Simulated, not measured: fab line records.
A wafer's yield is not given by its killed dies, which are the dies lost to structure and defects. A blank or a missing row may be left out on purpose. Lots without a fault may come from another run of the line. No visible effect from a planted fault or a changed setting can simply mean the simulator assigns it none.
Which tool is to blame? ; flow gf180mcu ; 13 lots with 39 wafers sampled at 5 steps, on a route of 602 steps

== WHAT EACH GAUGE READ, for each wafer ==
GF_MIM_THK_MEAS_11: measures by xrf. Usual: MIM_ALCU_THK 201.5 nm, standard deviation 2.1.
lot;measured;on;MIM_ALCU_THK (nm);flag
L771;day 24 07:27;filmMetro-04;203.6 201.2 203.8;
L772;day 24 20:45;filmMetro-04;200.5 202.0 203.9;
L774;day 25 09:43;filmMetro-01;202.6 203.7 204.8;
L776;day 26 06:55;filmMetro-01;202.8 199.9 201.0;
L778;day 26 18:59;filmMetro-04;201.3 197.5 200.4;
L780;day 27 14:16;filmMetro-01;200.8 199.6 199.5;
L781;day 27 20:41;filmMetro-04;201.6 200.5 201.8;
L782;day 28 05:40;filmMetro-01;203.0 200.1 205.4;
L783;day 28 09:43;filmMetro-01;198.5 199.0 199.5;
L784;day 28 23:47;filmMetro-01;202.2 201.4 202.4;
L785;day 29 06:49;filmMetro-02;201.7 201.3 201.1;
L792;day 31 00:49;filmMetro-01;199.9 200.0 200.0;
L793;day 31 03:15;filmMetro-02;200.5 199.8 202.7;

GF_M5_CD_MEAS_07: target cd 280 nm. Usual: cdNm 279.6 nm, standard deviation 0.97.
lot;measured;on;cdNm (nm);flag
L771;day 26 02:29;cdSem-02;280.2 278.7 279.9;
L772;day 26 14:52;cdSem-02;280.3 280.5 279.5;
L774;day 27 03:52;cdSem-02;279.8 278.9 277.9;
L776;day 28 00:29;cdSem-02;280.0 281.2 281.0;
L778;day 28 11:49;cdSem-02;278.4 279.0 279.3;
L780;day 29 05:08;cdSem-01;279.3 278.3 279.6;
L781;day 29 11:47;cdSem-02;280.6 279.0 281.0;
L782;day 29 19:59;cdSem-02;280.0 280.9 280.4;
L783;day 29 23:53;cdSem-01;280.7 275.6 276.3;
L784;day 30 13:44;cdSem-01;277.4 277.4 278.9;
L785;day 30 20:16;cdSem-01;279.2 275.0 279.2;
L792;day 32 10:53;cdSem-02;279.1 278.9 278.6;
L793;day 32 13:39;cdSem-01;279.4 279.6 277.9;

== TOOL THAT RAN EACH LOT (tool first, then ch and the chambers of the sampled wafers, then the start) ==
lot;GF_MIM_SPUTTER_07;GF_MIM_SPUTTER_08;GF_M5_SOFTBAKE_03
L771;pvdSputter-04, day 24 07:12;pvdSputter-04, day 24 07:15;lithoTrack-04 ch 0, day 25 15:58
L772;pvdSputter-04, day 24 20:31;pvdSputter-04, day 24 20:34;lithoTrack-04 ch 0, day 26 05:10
L774;pvdSputter-04, day 25 09:29;pvdSputter-04, day 25 09:32;lithoTrack-03 ch 0, day 26 17:22
L776;pvdSputter-01, day 26 06:41;pvdSputter-01, day 26 06:44;lithoTrack-01 ch 0, day 27 14:20
L778;pvdSputter-01, day 26 18:46;pvdSputter-01, day 26 18:49;lithoTrack-01 ch 0, day 28 02:02
L780;pvdSputter-03, day 27 14:02;pvdSputter-03, day 27 14:05;lithoTrack-01 ch 0, day 28 19:43
L781;pvdSputter-01, day 27 20:27;pvdSputter-01, day 27 20:30;lithoTrack-03 ch 0, day 29 02:17
L782;pvdSputter-01, day 28 05:27;pvdSputter-01, day 28 05:30;lithoTrack-01 ch 0, day 29 10:26
L783;pvdSputter-03, day 28 09:30;pvdSputter-03, day 28 09:32;lithoTrack-01 ch 0, day 29 14:38
L784;pvdSputter-01, day 28 23:34;pvdSputter-01, day 28 23:37;lithoTrack-04 ch 0, day 30 04:47
L785;pvdSputter-01, day 29 06:35;pvdSputter-01, day 29 06:38;lithoTrack-01 ch 0, day 30 10:53
L792;pvdSputter-01, day 31 00:34;pvdSputter-01, day 31 00:37;lithoTrack-03 ch 0, day 32 02:35
L793;pvdSputter-04, day 31 03:00;pvdSputter-04, day 31 03:03;lithoTrack-04 ch 0, day 32 05:34
- GF_MIM_SPUTTER_07: material TiN, target thk 60 nm, time 50 s.
- GF_MIM_SPUTTER_08: material AlCu, target thk 200 nm, time 10.6 s.
- GF_M5_SOFTBAKE_03: time 60 s.

== WHAT THE TOOLS THEMSELVES READ (means of the sampled wafers that have a number; where no wafer has one, the mark that the record gives instead) ==
GF_MIM_SPUTTER_07. Usual: throttleValvePct 30.5 %, standard deviation 1.1.
lot;tool;throttleValvePct (%);flag
L771;pvdSputter-04;30.1;
L772;pvdSputter-04;30.0;
L774;pvdSputter-04;29.9;
L776;pvdSputter-01;31.6;
L778;pvdSputter-01;31.5;
L780;pvdSputter-03;30.4;
L781;pvdSputter-01;30.5;
L782;pvdSputter-01;30.7;
L783;pvdSputter-03;30.3;
L784;pvdSputter-01;31.0;
L785;pvdSputter-01;31.5;
L792;pvdSputter-01;30.5;
L793;pvdSputter-04;29.9;

GF_MIM_SPUTTER_08. Usual: throttleValvePct 30.5 %, standard deviation 1.1.
lot;tool;throttleValvePct (%);flag
L771;pvdSputter-04;30.2;
L772;pvdSputter-04;30.0;
L774;pvdSputter-04;29.8;
L776;pvdSputter-01;31.6;
L778;pvdSputter-01;31.6;
L780;pvdSputter-03;30.1;
L781;pvdSputter-01;30.5;
L782;pvdSputter-01;30.7;
L783;pvdSputter-03;30.4;
L784;pvdSputter-01;30.7;
L785;pvdSputter-01;31.4;
L792;pvdSputter-01;30.6;
L793;pvdSputter-04;30.0;

GF_M5_SOFTBAKE_03. Usual: plateTempC 129.97 C, standard deviation 0.13; runLengthS 89.14 s, standard deviation 0.18.
lot;tool;plateTempC (C);runLengthS (s);flag
L771;lithoTrack-04;129.91;89.31;
L772;lithoTrack-04;129.88;89.33;
L774;lithoTrack-03;129.94;89.15;
L776;lithoTrack-01;130.00;89.01;
L778;lithoTrack-01;130.00;88.94;
L780;lithoTrack-01;130.03;88.97;
L781;lithoTrack-03;129.97;89.10;
L782;lithoTrack-01;130.08;88.95;
L783;lithoTrack-01;129.94;104.09;OFF
L784;lithoTrack-04;130.13;89.37;
L785;lithoTrack-01;129.89;96.60;OFF
L792;lithoTrack-03;129.82;89.12;
L793;lithoTrack-04;129.91;89.30;

== THE ANSWER, worked out from the rows above alone ==
Rule: a lot is off if the mean of its wafers that have a number lies more than 3 standard deviations from the usual mean. A lot without any number at a reading at which 4 lots or more have one is off too. The other lots that the step has rows for count as sound. First the gauges in route order, then the tools' own readings, where a lot's mean is used as printed above. At the first step where some lot is off, the reading lying furthest off is the one used; lots without a number count as furthest.
Off: L783, L785, at GF_M5_SOFTBAKE_03 (runLengthS).
If a tool, at that step or one of the process steps before it, ran each lot that is off and ran no sound lot following the first of them, it fits. One candidate fits, namely lithoTrack-01 at GF_M5_SOFTBAKE_03. A fault onset in the window from L782 (day 29 10:26, its last sound lot) to L783 (day 29 14:38, its first lot off) fits.
The tool's own readings at GF_M5_SOFTBAKE_03 bear it out: on the lots that are off they differ by more than 5 times the standard deviation of the sound lots' means. runLengthS reads 100.34 s there against 89.14 s on the sound lots.

== WHAT THE SIMULATOR HAD INSERTED ==
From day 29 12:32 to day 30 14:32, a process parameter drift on lithoTrack-01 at GF_M5_SOFTBAKE_03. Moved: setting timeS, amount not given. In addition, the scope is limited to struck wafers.
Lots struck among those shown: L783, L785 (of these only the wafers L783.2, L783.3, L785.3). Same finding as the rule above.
